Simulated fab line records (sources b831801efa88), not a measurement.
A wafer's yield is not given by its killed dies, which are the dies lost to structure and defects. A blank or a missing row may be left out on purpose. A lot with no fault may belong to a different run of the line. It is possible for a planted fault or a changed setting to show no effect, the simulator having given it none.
Which tool was responsible? | flow gf180mcu | 13 lots with 39 wafers sampled at 5 steps, on a route of 602 steps

== WHAT THE GAUGES SHOWED, per wafer ==
GF_CONTACT_OVL_MEAS_15.
lot  | measured     | on         | CONTACT_OVL (nm)
L386 | day 16 03:10 | overlay-01 | -6 -3 0
L388 | day 16 16:49 | overlay-01 | -5 -8 -2
L390 | day 17 12:25 | overlay-01 | -5 8 6
L391 | day 17 20:23 | overlay-01 | 4 0 -2
L392 | day 18 05:26 | overlay-02 | 4 -2 -5
L393 | day 18 08:44 | overlay-01 | 3 4 7
L395 | day 19 18:02 | overlay-01 | 6 10 8
L396 | day 20 06:04 | overlay-02 | 1 -1 0
L397 | day 20 07:40 | overlay-02 | -3 1 2
L405 | day 23 02:52 | overlay-01 | -2 -1 1
L406 | day 23 13:25 | overlay-01 | 3 9 8
L407 | day 23 20:55 | overlay-02 | 1 1 7
L409 | day 24 14:43 | overlay-01 | 9 19 13

GF_M1_THK_MEAS_06: measures by xrf.
lot  | measured     | on            | M1_ALCU_THK (nm)
L386 | day 16 04:41 | film metro-01 | 458 456 454
L388 | day 16 18:20 | film metro-03 | 455 455 453
L390 | day 17 13:57 | film metro-02 | 458 458 459
L391 | day 17 21:55 | film metro-02 | 456 453 450
L392 | day 18 06:58 | film metro-01 | 450 446 447
L393 | day 18 10:16 | film metro-03 | 455 446 451
L395 | day 19 19:50 | film metro-01 | 448 447 452
L396 | day 20 07:36 | film metro-02 | 459 458 457
L397 | day 20 09:11 | film metro-02 | 450 455 453
L405 | day 23 04:23 | film metro-03 | 430 455 437
L406 | day 23 14:56 | film metro-03 | 432 429 451
L407 | day 23 22:27 | film metro-03 | 446 445 445
L409 | day 24 16:24 | film metro-03 | 450 452 446

== WHICH TOOL RAN EACH LOT (tool, then ch and the chambers of the sampled wafers, then the start) ==
lot  | GF_SALICIDE_RTA_06               | GF_CONTACT_CMP_04             | GF_M1_SPUTTER_04
L386 | rtp anneal-01 ch 0, day 15 05:29 | cmp-01 ch 1,2,3, day 15 06:16 | pvd sputter-01, day 16 04:32
L388 | rtp anneal-01 ch 0, day 15 18:13 | cmp-01 ch 1,2,3, day 15 18:44 | pvd sputter-03, day 16 18:11
L390 | rtp anneal-02 ch 0, day 16 12:50 | cmp-01 ch 0,1,3, day 16 13:20 | pvd sputter-01, day 17 13:47
L391 | rtp anneal-02 ch 0, day 16 20:23 | cmp-01 ch 1,2, day 16 20:56   | pvd sputter-03, day 17 21:44
L392 | rtp anneal-01 ch 0, day 17 05:26 | cmp-01 ch 0,1, day 17 05:57   | pvd sputter-01, day 18 06:47
L393 | rtp anneal-01 ch 0, day 17 08:17 | cmp-01 ch 1,2, day 17 08:45   | pvd sputter-02, day 18 10:04
L395 | rtp anneal-02 ch 0, day 18 16:08 | cmp-02 ch 0,2,3, day 18 16:46 | pvd sputter-01, day 19 19:39
L396 | rtp anneal-01 ch 0, day 19 04:14 | cmp-02 ch 0,2, day 19 04:48   | pvd sputter-03, day 20 07:26
L397 | rtp anneal-01 ch 0, day 19 06:21 | cmp-02 ch 1,2,3, day 19 06:52 | pvd sputter-02, day 20 09:01
L405 | rtp anneal-02 ch 0, day 22 02:28 | cmp-02 ch 1,2,3, day 22 02:59 | pvd sputter-01, day 23 04:13
L406 | rtp anneal-02 ch 0, day 22 13:26 | cmp-02 ch 2,3, day 22 13:58   | pvd sputter-01, day 23 14:47
L407 | rtp anneal-02 ch 0, day 22 21:40 | cmp-02 ch 0,1, day 22 22:17   | pvd sputter-03, day 23 22:17
L409 | rtp anneal-01 ch 0, day 23 16:02 | cmp-01 ch 1,2,3, day 23 16:34 | pvd sputter-02, day 24 16:14
- GF_SALICIDE_RTA_06: time 30 s.
- GF_CONTACT_CMP_04: polishes SiO2.
- GF_M1_SPUTTER_04: material TiN, target thk 50 nm, time 41.7 s.

== AS READ BY THE TOOLS THEMSELVES (means over the sampled wafers that have a number; for cases with no such wafer, the mark the record gives instead) ==
GF_SALICIDE_RTA_06.
lot  | tool          | lamp power pct (%) | wafer_temp_C_max
L386 | rtp anneal-01 | 6.3                | 531.7
L388 | rtp anneal-01 | 6.3                | 531.6
L390 | rtp anneal-02 | 7.7                | 531.6
L391 | rtp anneal-02 | 7.7                | 531.5
L392 | rtp anneal-01 | 6.3                | 531.7
L393 | rtp anneal-01 | 6.3                | 532.3
L395 | rtp anneal-02 | 7.7                | 531.7
L396 | rtp anneal-01 | 6.4                | 531.5
L397 | rtp anneal-01 | 6.3                | 531.9
L405 | rtp anneal-02 | 7.7                | 532.1
L406 | rtp anneal-02 | 7.7                | 531.4
L407 | rtp anneal-02 | 7.7                | 531.4
L409 | rtp anneal-01 | 6.3                | 531.6

GF_CONTACT_CMP_04.
lot  | tool   | motor current A (A) | time to endpoint s (s)
L386 | cmp-01 | 11.4                | 114
L388 | cmp-01 | 11.1                | 109
L390 | cmp-01 | 11.6                | 112
L391 | cmp-01 | 11.2                | 114
L392 | cmp-01 | 11.7                | 108
L393 | cmp-01 | 11.1                | 109
L395 | cmp-02 | 11.6                | 112
L396 | cmp-02 | 11.7                | 112
L397 | cmp-02 | 11.6                | 107
L405 | cmp-02 | 11.4                | 111
L406 | cmp-02 | 11.6                | 110
L407 | cmp-02 | 11.5                | 115
L409 | cmp-01 | 10.8                | 106

GF_M1_SPUTTER_04.
lot  | tool           | throttle valve pct (%)
L386 | pvd sputter-01 | 30.5
L388 | pvd sputter-03 | 29.1
L390 | pvd sputter-01 | 31.0
L391 | pvd sputter-03 | 29.9
L392 | pvd sputter-01 | 30.5
L393 | pvd sputter-02 | 28.9
L395 | pvd sputter-01 | 30.4
L396 | pvd sputter-03 | 29.1
L397 | pvd sputter-02 | 29.3
L405 | pvd sputter-01 | 30.3
L406 | pvd sputter-01 | 30.3
L407 | pvd sputter-03 | 29.8
L409 | pvd sputter-02 | 29.7

== THE ANSWER, worked out from the rows above alone ==
Rule: the usual values come from the lots themselves. The widest of any qualifying gaps counts: lots, ordered by their means at a reading, are off when they make up no more than a third of the lots, leave a main group of 4 or more, and stand apart from it by 3 or more times the standard deviation of that group's means. A main group whose means are all the same, to the digits that the tables above print for the reading, isn't used. A lot without any number at a reading at which 4 lots or more have one is off too. All remaining lots with rows at the step are treated as sound. After the gauges, taken in route order, come the tools' own readings; for these a lot's mean is taken, as printed above. The first step at which some lot is off is used, and at that step the reading that is off furthest; a lot without a number counts as furthest.
Across all readings shown, no lot is off: no conclusion can be drawn from this.

== WHAT THE SIMULATOR HAD INSERTED ==
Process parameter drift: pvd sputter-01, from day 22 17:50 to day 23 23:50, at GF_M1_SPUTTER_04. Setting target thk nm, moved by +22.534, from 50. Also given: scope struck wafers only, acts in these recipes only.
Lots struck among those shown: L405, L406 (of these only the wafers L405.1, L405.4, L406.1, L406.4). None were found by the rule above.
